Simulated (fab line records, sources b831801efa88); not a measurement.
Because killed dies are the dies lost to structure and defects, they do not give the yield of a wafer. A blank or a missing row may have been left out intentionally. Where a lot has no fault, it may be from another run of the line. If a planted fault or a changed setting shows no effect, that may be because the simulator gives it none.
fab line records -- flow gf180mcu
record: lots: 15, wafers: 45, lastDay: 34
route steps=602 shown VT_IMPLANT@133 POLY_GATE@171 HV_LDD@197
lots with no fault: from the same line, run without faults
startH: hours from the record's opening day to when the first of the lot's shown wafers began -- waitH: hours from the lot's prior step to this one -- " identical to the entry in the row above -- L1.1+2: several wafers, shown together as one row -- - no value, or no start given -- * or withheld: withheld -- < > ~ a bound
route shown NAME@n: names a module that has steps shown in the file, with the first one's number in the route -- usual: average and standard deviation across the fault-free wafers -- same: alike in all rows -- chamber/n: place in a boat -- sites: each site's reading -- _std_site: standard deviation of those values -- _edge_site: the outer-site mean with the inner-site mean subtracted -- radiusMm: for every site, how far away it sits from the centre of the wafer -- mask NAME#n: copy n -- behind: the tool/chamber that last shaped the wafer -- hold: reason for holding the lot/hours on hold/outcome of the hold -- device: names the non-switching transistor (n, p or np) -- end of line: tests of these same wafers at the route's end -- a step given without rows: its recipe and nothing more -- killed: count of dies lost to structure and defects at first sort (not the wafer's yield) -- map: the dies of a wafer, with x for killed, . for not killed, _ for no die there
set.NAME: the setting that was run; set.NAME@STEP: the one run at that earlier step -- model.NAME: the simulator's own value behind a step, which no gauge read
one table for each step of the route and one row for each wafer, over a sample of lots
services: from which hour (startH, from the record's first day; less than 0 if before it) a tool's chamber was out of use, for how many hours, and why
== steps ==
step: GF_VT_IMPLANT_TW_MEAS_43
usual: VT_IMPLANT_4_TW: 693/8.6
lot.wafer,tool,chamber,startH,waitH,VT_IMPLANT_4_TW
L518.1,filmMetro-02,-,163.09,0.1,686
L518.3,filmMetro-02,-,163.09,0.1,686
L518.6,filmMetro-02,-,163.09,0.1,689
L519.2,filmMetro-04,-,171.99,0.1,689
L519.3,filmMetro-04,-,171.99,0.1,692
L519.4,filmMetro-04,-,171.99,0.1,688
L520.2,filmMetro-03,-,178.28,0.1,701
L520.3,filmMetro-03,-,178.28,0.1,699
L520.5,filmMetro-03,-,178.28,0.1,701
L522.3,filmMetro-02,-,193.99,0.1,690
L522.5,filmMetro-02,-,193.99,0.1,689
L522.6,filmMetro-02,-,193.99,0.1,690
L523.3,filmMetro-04,-,198.56,0.1,688
L523.4,filmMetro-04,-,198.56,0.1,694
L523.5,filmMetro-04,-,198.56,0.1,688
L524.2,filmMetro-02,-,205.73,0.1,690
L524.3,filmMetro-02,-,205.73,0.1,686
L524.5,filmMetro-02,-,205.73,0.1,694
L525.2,filmMetro-02,-,211.60,0.1,686
L525.3,filmMetro-02,-,211.60,0.1,693
L525.6,filmMetro-02,-,211.60,0.1,689
L530.2,filmMetro-03,-,246.79,0.1,707
L530.3,filmMetro-03,-,246.79,0.1,710
L530.5,filmMetro-03,-,246.79,0.1,708
L532.3,filmMetro-04,-,260.45,0.1,687
L532.4,filmMetro-04,-,260.45,0.1,681
L532.6,filmMetro-04,-,260.45,0.1,689
L533.1,filmMetro-04,-,263.48,0.1,692
L533.2,filmMetro-04,-,263.48,0.1,688
L533.3,filmMetro-04,-,263.48,0.1,689
L534.1,filmMetro-04,-,270.17,0.1,685
L534.3,filmMetro-04,-,270.17,0.1,688
L534.6,filmMetro-04,-,270.17,0.1,686
L535.3,filmMetro-02,-,279.30,0.1,687
L535.4,filmMetro-02,-,279.30,0.1,691
L535.6,filmMetro-02,-,279.30,0.1,686
L537.2,filmMetro-03,-,291.29,0.1,710
L537.5,filmMetro-03,-,291.29,0.1,706
L537.6,filmMetro-03,-,291.29,0.1,707
L538.1,filmMetro-02,-,295.98,0.1,690
L538.3,filmMetro-02,-,295.98,0.1,688
L538.5,filmMetro-02,-,295.98,0.1,686
L539.1,filmMetro-03,-,305.47,0.1,708
L539.2,filmMetro-03,-,305.47,0.1,708
L539.6,filmMetro-03,-,305.47,0.1,711
step: GF_VT_IMPLANT_RTA_45
recipe: tempC: 1050, timeS: 30, ambient: N2
usual: chamberO2Ppm: 1.999/0.023, lampPowerPct: 33.7/0.76, wafer_temp_C_max: 1054.5/0.98
lot.wafer,tool,chamber,startH,waitH,chamberO2Ppm,lampPowerPct,wafer_temp_C_max
L518.1,rtpAnneal-02,0,163.20,0.0,1.989,34.2,1054.4
L518.3,rtpAnneal-02,0,163.20,0.0,2.030,34.2,1052.0
L518.6,rtpAnneal-02,0,163.20,0.0,2.039,34.1,1052.9
L519.2,rtpAnneal-02,0,172.11,0.0,2.013,34.2,1053.4
L519.3,rtpAnneal-02,0,172.11,0.0,2.005,34.2,1053.7
L519.4,rtpAnneal-02,0,172.11,0.0,2.000,34.2,1055.8
L520.2,rtpAnneal-02,0,178.39,0.0,1.995,34.2,1053.8
L520.3,rtpAnneal-02,0,178.39,0.0,2.017,34.2,1054.9
L520.5,rtpAnneal-02,0,178.39,0.0,2.024,34.2,1055.3
L522.3,rtpAnneal-02,0,194.11,0.0,1.999,34.2,1053.6
L522.5,rtpAnneal-02,0,194.11,0.0,2.010,34.1,1053.4
L522.6,rtpAnneal-02,0,194.11,0.0,2.000,34.2,1054.0
L523.3,rtpAnneal-02,0,198.68,0.0,2.024,34.1,1053.2
L523.4,rtpAnneal-02,0,198.68,0.0,2.003,34.2,1053.7
L523.5,rtpAnneal-02,0,198.68,0.0,2.004,34.1,1054.5
L524.2,rtpAnneal-02,0,205.84,0.0,2.041,34.2,1054.6
L524.3,rtpAnneal-02,0,205.84,0.0,2.027,34.2,1055.6
L524.5,rtpAnneal-02,0,205.84,0.0,2.006,34.2,1054.5
L525.2,rtpAnneal-01,0,211.72,0.0,1.983,32.5,1055.3
L525.3,rtpAnneal-01,0,211.72,0.0,1.971,32.5,1054.3
L525.6,rtpAnneal-01,0,211.72,0.0,1.973,32.5,1055.3
L530.2,rtpAnneal-02,0,247.02,0.0,1.965,34.2,1052.9
L530.3,rtpAnneal-02,0,247.02,0.0,1.985,34.1,1054.3
L530.5,rtpAnneal-02,0,247.02,0.0,2.000,34.2,1053.5
L532.3,rtpAnneal-02,0,260.58,0.0,1.953,34.1,1053.5
L532.4,rtpAnneal-02,0,260.58,0.0,1.961,34.1,1054.1
L532.6,rtpAnneal-02,0,260.58,0.0,1.985,34.1,1053.8
L533.1,rtpAnneal-02,0,263.59,0.0,2.022,34.2,1054.5
L533.2,rtpAnneal-02,0,263.59,0.0,1.986,34.1,1055.1
L533.3,rtpAnneal-02,0,263.59,0.0,1.961,34.1,1053.8
L534.1,rtpAnneal-01,0,270.28,0.0,2.048,32.6,1054.4
L534.3,rtpAnneal-01,0,270.28,0.0,2.049,32.5,1053.5
L534.6,rtpAnneal-01,0,270.28,0.0,2.032,32.5,1053.3
L535.3,rtpAnneal-01,0,279.42,0.0,2.000,32.5,1055.2
L535.4,rtpAnneal-01,0,279.42,0.0,1.986,32.5,1053.9
L535.6,rtpAnneal-01,0,279.42,0.0,1.957,32.5,1053.5
L537.2,rtpAnneal-01,0,291.40,0.0,2.018,32.5,1053.4
L537.5,rtpAnneal-01,0,291.40,0.0,1.990,32.5,1055.7
L537.6,rtpAnneal-01,0,291.40,0.0,2.014,32.5,1055.0
L538.1,rtpAnneal-02,0,296.09,0.0,1.969,34.2,1055.2
L538.3,rtpAnneal-02,0,296.09,0.0,2.035,34.2,1054.7
L538.5,rtpAnneal-02,0,296.09,0.0,1.997,34.2,1054.5
L539.1,rtpAnneal-02,0,305.58,0.0,1.998,34.1,1053.8
L539.2,rtpAnneal-02,0,305.58,0.0,2.013,34.2,1053.7
L539.6,rtpAnneal-02,0,305.58,0.0,2.004,34.1,1053.6
step: GF_POLY_GATE_STRIP_14
recipe: chemistry: O2/N2, powerW: 1400, pressureMtorr: 1500, platenTempC: 250, o2FlowSccm: 3000, n2FlowSccm: 300, overashFraction: 0.5
usual: chamberPressureMTorr: 1500.0/1.4, drypumpMotorCurrentA: 5.6/0.58, heaterPowerW: 355/48, oesProductAu: 0.505/0.0048
same: overashFraction: 0.5
lot.wafer,tool,chamber,startH,waitH,chamberPressureMTorr,drypumpMotorCurrentA,heaterPowerW,oesProductAu,rfHoursCounterH
L518.1,plasmaAsher-01,0,203.56,0.0,1498.9,6.7,409,0.501,55
L518.3,plasmaAsher-01,1,203.56,0.0,1503.8,6.0,318,0.500,-
L518.6,plasmaAsher-01,1,203.56,0.0,1499.7,6.0,313,0.500,-
L519.2,plasmaAsher-03,1,213.29,0.0,1497.8,5.1,325,0.505,10
L519.3,plasmaAsher-03,0,213.29,0.0,1499.3,5.4,344,0.499,-
L519.4,plasmaAsher-03,1,213.29,0.0,1500.8,5.1,327,0.507,-
L520.2,plasmaAsher-03,0,222.49,0.0,1500.9,5.4,347,0.507,10
L520.3,plasmaAsher-03,1,222.49,0.0,1499.4,5.1,324,0.507,-
L520.5,plasmaAsher-03,1,222.49,0.0,1500.5,5.1,322,0.504,-
L522.3,plasmaAsher-03,1,237.77,0.1,1500.9,5.1,327,0.506,-
L522.5,plasmaAsher-03,1,237.77,0.1,1502.0,5.1,325,0.511,-
L522.6,plasmaAsher-03,0,237.77,0.1,1500.3,5.4,351,0.500,-
L523.3,plasmaAsher-04,1,243.89,0.1,1499.6,5.2,426,0.508,-
L523.4,plasmaAsher-04,0,243.89,0.1,1499.2,5.0,304,0.508,-
L523.5,plasmaAsher-04,1,243.89,0.1,1502.3,5.2,433,0.507,-
L524.2,plasmaAsher-03,0,251.09,0.0,1500.0,5.4,361,0.502,13
L524.3,plasmaAsher-03,1,251.09,0.0,1501.4,5.1,320,0.501,-
L524.5,plasmaAsher-03,0,251.09,0.0,1499.0,5.4,352,0.492,-
L525.2,plasmaAsher-01,0,255.84,0.0,1498.4,6.7,410,0.500,60
L525.3,plasmaAsher-01,1,255.84,0.0,1501.7,6.0,313,0.506,-
L525.6,plasmaAsher-01,0,255.84,0.0,1500.6,6.6,404,0.504,-
L530.2,plasmaAsher-01,0,290.71,0.0,1500.0,6.7,403,0.502,63
L530.3,plasmaAsher-01,1,290.71,0.0,1498.6,6.0,319,0.509,-
L530.5,plasmaAsher-01,1,290.71,0.0,1497.6,6.0,322,0.510,-
L532.3,plasmaAsher-03,1,306.17,0.1,1499.9,5.1,329,0.504,-
L532.4,plasmaAsher-03,0,306.17,0.1,1499.6,5.4,347,0.508,-
L532.6,plasmaAsher-03,0,306.17,0.1,1501.8,5.4,352,0.508,-
L533.1,plasmaAsher-03,0,311.06,0.0,1499.9,5.4,341,0.504,20
L533.2,plasmaAsher-03,1,311.06,0.0,1499.2,5.1,324,0.503,20
L533.3,plasmaAsher-03,1,311.06,0.0,1501.2,5.1,326,0.510,-
L534.1,plasmaAsher-03,1,316.98,0.0,1499.8,5.1,326,0.500,20
L534.3,plasmaAsher-03,1,316.98,0.0,1501.4,5.1,322,0.512,-
L534.6,plasmaAsher-03,1,316.98,0.0,1500.2,5.1,314,0.504,-
L535.3,plasmaAsher-01,0,326.82,0.1,1501.3,6.6,410,0.510,-
L535.4,plasmaAsher-01,1,326.82,0.1,1500.2,6.0,315,0.503,-
L535.6,plasmaAsher-01,0,326.82,0.1,1498.1,6.6,415,0.494,-
L537.2,plasmaAsher-01,1,337.89,0.0,1499.6,6.0,319,0.515,68
L537.5,plasmaAsher-01,1,337.89,0.0,1502.5,6.0,321,0.494,-
L537.6,plasmaAsher-01,0,337.89,0.0,1499.6,6.7,420,0.507,-
L538.1,plasmaAsher-04,0,344.96,0.0,1501.1,5.0,295,0.513,74
L538.3,plasmaAsher-04,0,344.96,0.0,1499.8,5.1,299,0.502,-
L538.5,plasmaAsher-04,0,344.96,0.0,1501.2,5.0,303,0.499,-
L539.1,plasmaAsher-04,1,356.44,0.0,1497.9,5.2,442,0.502,75
L539.2,plasmaAsher-04,0,356.44,0.0,1501.4,5.0,295,0.509,75
L539.6,plasmaAsher-04,0,356.44,0.0,1500.1,5.0,302,0.502,-
step: GF_HV_LDD_IMPLANT_21
recipe: species: BF2, energyKev: 25, doseCm2: 5e+13, tiltDeg: 7
usual: beamEnergyKeV: 25.001/0.0081, beamOnS: 9.97/0.19, endStationPressureTorr: 5.24e-06/2.8e-07, implantIonAmu: 49/0
lot.wafer,tool,chamber,startH,waitH,beamEnergyKeV,beamOnS,endStationPressureTorr,implantIonAmu
L518.1,implanter-01,0,242.83,0.0,25.003,9.92,5.59e-06,49
L518.3,implanter-01,0,242.83,0.0,25.005,9.95,5.28e-06,49
L518.6,implanter-01,0,242.83,0.0,25.004,9.84,5.11e-06,49
L519.2,implanter-02,0,251.17,0.0,25.007,10.09,5.37e-06,49
L519.3,implanter-02,0,251.17,0.0,24.993,9.79,4.97e-06,49
L519.4,implanter-02,0,251.17,0.0,24.995,9.66,4.95e-06,49
L520.2,implanter-02,0,261.87,0.0,24.995,10.10,5.04e-06,49
L520.3,implanter-02,0,261.87,0.0,24.990,9.92,5.05e-06,49
L520.5,implanter-02,0,261.87,0.0,24.975,9.80,5.23e-06,49
L522.3,implanter-03,0,277.03,0.1,25.005,10.19,5.11e-06,49
L522.5,implanter-03,0,277.03,0.1,25.001,10.04,5.28e-06,49
L522.6,implanter-03,0,277.03,0.1,25.007,10.23,5.17e-06,49
L523.3,implanter-02,0,284.50,0.1,24.988,9.95,4.95e-06,49
L523.4,implanter-02,0,284.50,0.1,25.003,10.07,5.62e-06,49
L523.5,implanter-02,0,284.50,0.1,25.012,10.10,5.24e-06,49
L524.2,implanter-01,0,290.87,0.0,25.005,9.95,5.65e-06,49
L524.3,implanter-01,0,290.87,0.0,25.014,10.51,5.7e-06,49
L524.5,implanter-01,0,290.87,0.0,25.018,9.82,5.64e-06,49
L525.2,implanter-02,0,296.78,0.0,24.994,10.09,4.97e-06,49
L525.3,implanter-02,0,296.78,0.0,25.005,10.06,5.31e-06,49
L525.6,implanter-02,0,296.78,0.0,25.006,10.26,5.18e-06,49
L530.2,implanter-02,0,333.30,0.0,24.995,9.86,5.3e-06,49
L530.3,implanter-02,0,333.30,0.0,24.998,10.01,5.24e-06,49
L530.5,implanter-02,0,333.30,0.0,25.002,9.85,5.38e-06,49
L532.3,implanter-03,-,350.30,0.1,-,-,-,-
L532.4,implanter-03,-,350.30,0.1,-,-,-,-
L532.6,implanter-03,-,350.30,0.1,-,-,-,-
L533.1,implanter-02,-,355.30,0.0,-,-,-,-
L533.2,implanter-02,-,355.30,0.0,-,-,-,-
L533.3,implanter-02,-,355.30,0.0,-,-,-,-
L534.1,implanter-03,-,362.55,0.0,-,-,-,-
L534.3,implanter-03,-,362.55,0.0,-,-,-,-
L534.6,implanter-03,-,362.55,0.0,-,-,-,-
L535.3,implanter-03,0,372.58,0.1,24.999,9.84,5.64e-06,49
L535.4,implanter-03,0,372.58,0.1,25.005,9.97,4.63e-06,49
L535.6,implanter-03,0,372.58,0.1,25.007,9.84,5.09e-06,49
L537.2,implanter-02,0,384.43,0.0,25.001,9.96,4.49e-06,49
L537.5,implanter-02,0,384.43,0.0,25.012,10.07,5.43e-06,49
L537.6,implanter-02,0,384.43,0.0,24.995,9.92,5.19e-06,49
L538.1,implanter-02,0,391.38,0.0,25.003,9.79,4.94e-06,49
L538.3,implanter-02,0,391.38,0.0,24.992,9.94,4.84e-06,49
L538.5,implanter-02,0,391.38,0.0,24.999,9.98,5.28e-06,49
L539.1,implanter-01,0,404.43,0.0,24.995,9.83,5.23e-06,49
L539.2,implanter-01,0,404.43,0.0,24.994,10.22,5.22e-06,49
L539.6,implanter-01,0,404.43,0.0,24.997,9.70,5.13e-06,49
step: GF_HV_LDD_TW_MEAS_23
usual: HV_LDD_2_TW: 1064/16
lot.wafer,tool,chamber,startH,waitH,HV_LDD_2_TW
L518.1,filmMetro-04,-,243.08,0.1,1054
L518.3,filmMetro-04,-,243.08,0.1,1043
L518.6,filmMetro-04,-,243.08,0.1,1054
L519.2,filmMetro-03,-,251.41,0.1,1082
L519.3,filmMetro-03,-,251.41,0.1,1086
L519.4,filmMetro-03,-,251.41,0.1,1077
L520.2,filmMetro-01,-,262.11,0.1,1050
L520.3,filmMetro-01,-,262.11,0.1,1042
L520.5,filmMetro-01,-,262.11,0.1,1054
L522.3,filmMetro-04,-,277.25,0.1,1050
L522.5,filmMetro-04,-,277.25,0.1,1045
L522.6,filmMetro-04,-,277.25,0.1,1048
L523.3,filmMetro-03,-,284.72,0.1,1082
L523.4,filmMetro-03,-,284.72,0.1,1081
L523.5,filmMetro-03,-,284.72,0.1,1081
L524.2,filmMetro-01,-,291.11,0.1,1044
L524.3,filmMetro-01,-,291.11,0.1,1039
L524.5,filmMetro-01,-,291.11,0.1,1047
L525.2,filmMetro-01,-,297.01,0.1,1047
L525.3,filmMetro-01,-,297.01,0.1,1042
L525.6,filmMetro-01,-,297.01,0.1,1045
L530.2,filmMetro-03,-,333.54,0.1,1076
L530.3,filmMetro-03,-,333.54,0.1,1077
L530.5,filmMetro-03,-,333.54,0.1,1081
L532.3,filmMetro-03,-,350.52,0.1,31
L532.4,filmMetro-03,-,350.52,0.1,31
L532.6,filmMetro-03,-,350.52,0.1,31
L533.1,filmMetro-04,-,355.55,0.1,30
L533.2,filmMetro-04,-,355.55,0.1,30
L533.3,filmMetro-04,-,355.55,0.1,30
L534.1,filmMetro-04,-,362.80,0.1,30
L534.3,filmMetro-04,-,362.80,0.1,30
L534.6,filmMetro-04,-,362.80,0.1,30
L535.3,filmMetro-03,-,372.80,0.1,1091
L535.4,filmMetro-03,-,372.80,0.1,1091
L535.6,filmMetro-03,-,372.80,0.1,1091
L537.2,filmMetro-01,-,384.66,0.1,1052
L537.5,filmMetro-01,-,384.66,0.1,1056
L537.6,filmMetro-01,-,384.66,0.1,1053
L538.1,filmMetro-04,-,391.63,0.1,1057
L538.3,filmMetro-04,-,391.63,0.1,1059
L538.5,filmMetro-04,-,391.63,0.1,1066
L539.1,filmMetro-03,-,404.68,0.1,1088
L539.2,filmMetro-03,-,404.68,0.1,1090
L539.6,filmMetro-03,-,404.68,0.1,1091
== services ==
tool,chamber,startH,hours,kind
implanter-01,-,154.88,2.6,pm
plasmaAsher-03,-,167.78,1.4,repair
plasmaAsher-03,-,169.81,0.5,repair
implanter-01,-,196.72,4.2,repair
plasmaAsher-03,-,199.37,2.8,pm
implanter-03,-,200.41,5.9,repair
rtpAnneal-02,-,216.00,3.2,pm
implanter-03,-,230.42,2.5,repair
plasmaAsher-03,-,259.88,1.4,repair
implanter-03,-,277.28,4.8,repair
plasmaAsher-01,-,282.93,7.6,repair
implanter-03,-,301.41,5.2,repair
implanter-03,-,311.76,3.1,pm
implanter-03,-,337.74,2.9,pm
implanter-01,-,340.44,15.1,repair
plasmaAsher-04,-,347.79,2.5,repair
implanter-01,-,398.52,3.3,repair
== key ==
firstSign: step: GF_HV_LDD_IMPLANT_21, reading: toolRecord, direction: missing
effect: step: GF_HV_LDD_TW_MEAS_23, reading: HV_LDD_2_TW, direction: down, sigmas: 64, usual: 1064, struck: 30, through: controlLoop
metAt GF_HV_LDD_IMPLANT_21
struckLots L532,L533,L534
laterRowsLeftOut L532.3,L532.4,L532.6,L533.1,L533.2,L533.3,L534.1,L534.3,L534.6
sortLeftOut L532.3,L532.4,L532.6,L533.1,L533.2,L533.3,L534.1,L534.3,L534.6
testerLeftOut L532,L533,L534
loopTrim: step: GF_HV_LDD_EXPOSE_04, setting: dose, lots: L533,L534
notActingAt GF_VT_IMPLANT_TW_MEAS_43,GF_VT_IMPLANT_RTA_45,GF_POLY_GATE_STRIP_14
onsetBetween 333.30 350.30
fault: kind: skippedStepWhole, tool: implanter-02,implanter-03, chamber: -, onsetH: 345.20, steps: GF_HV_LDD_IMPLANT_21, scope: struckLotsOnly
testerLeftOut: of these lots the tester's yield and bins aren't shown, on N5 and GAA mostly nor the transistor test; their killed dies are dies lost to structure and defects alone, not to doping, threshold or leakage, so they don't give the yield
sortLeftOut: the simulated sort isn't trusted on such a fault, so these wafers' sort isn't shown, and their yield isn't known
laterRowsLeftOut: the simulator's readings of these wafers behind a module that went badly wrong aren't trusted and aren't shown, but for the sort
loopTrim: a control loop set the setting to another value than it would have without faults
